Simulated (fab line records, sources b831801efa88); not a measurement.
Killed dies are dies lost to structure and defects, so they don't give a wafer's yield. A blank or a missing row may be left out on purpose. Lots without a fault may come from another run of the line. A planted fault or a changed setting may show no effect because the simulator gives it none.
Chamber matching | flow gf180mcu | GF_V5_CMP_26 on cmp-01: 4 sister chambers
The step polishes, stops on SiO2, t overpolish 14.49 s, target thk 0 nm. 4 wafers are shown with their chamber, then 7 later ones without.

WAFERS WITH THEIR CHAMBER
wafer  | chamber | motor_current_A (A)
L582.5 | 3       | 11.0
L591.5 | 1       | 11.7
L591.6 | 2       | 10.6
L592.5 | 0       | 11.5

WAFERS WITHOUT THEIR CHAMBER
wafer  | motor_current_A (A)
L592.6 | 11.1
L595.1 | 10.7
L595.2 | 11.0
L595.6 | 11.6
L596.2 | 10.4
L596.3 | 11.3
L596.4 | 10.9

WHICH CHAMBER EACH WENT THROUGH
wafer  | from the rows above          | in truth
L592.6 | 3                            | 3
L595.1 | can't be placed: 2 or 3      | 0
L595.2 | 3                            | 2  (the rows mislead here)
L595.6 | can't be placed: 0 or 1      | 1
L596.2 | 2                            | 2
L596.3 | can't be placed: 0 or 3 or 1 | 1
L596.4 | can't be placed: 3 or 2      | 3
Placed correctly: 2 of 7. Can't be placed from these rows: 4 (the true chamber is among the candidates in 3). Placed wrongly: 1.
How it was worked out, from the rows above alone: a wafer's distance from a chamber is the root of the sum, over the readings, of the square of ((its reading less the chamber's mean) divided by the reading's scatter). The wafer belongs to the nearest chamber; if the next one is less than 2 further off, it can't be placed. A chamber's mean is the mean of its shown wafers. The scatter: with one shown wafer a chamber, the root of the mean of the squares of how far each hidden wafer lies from its nearest shown one.
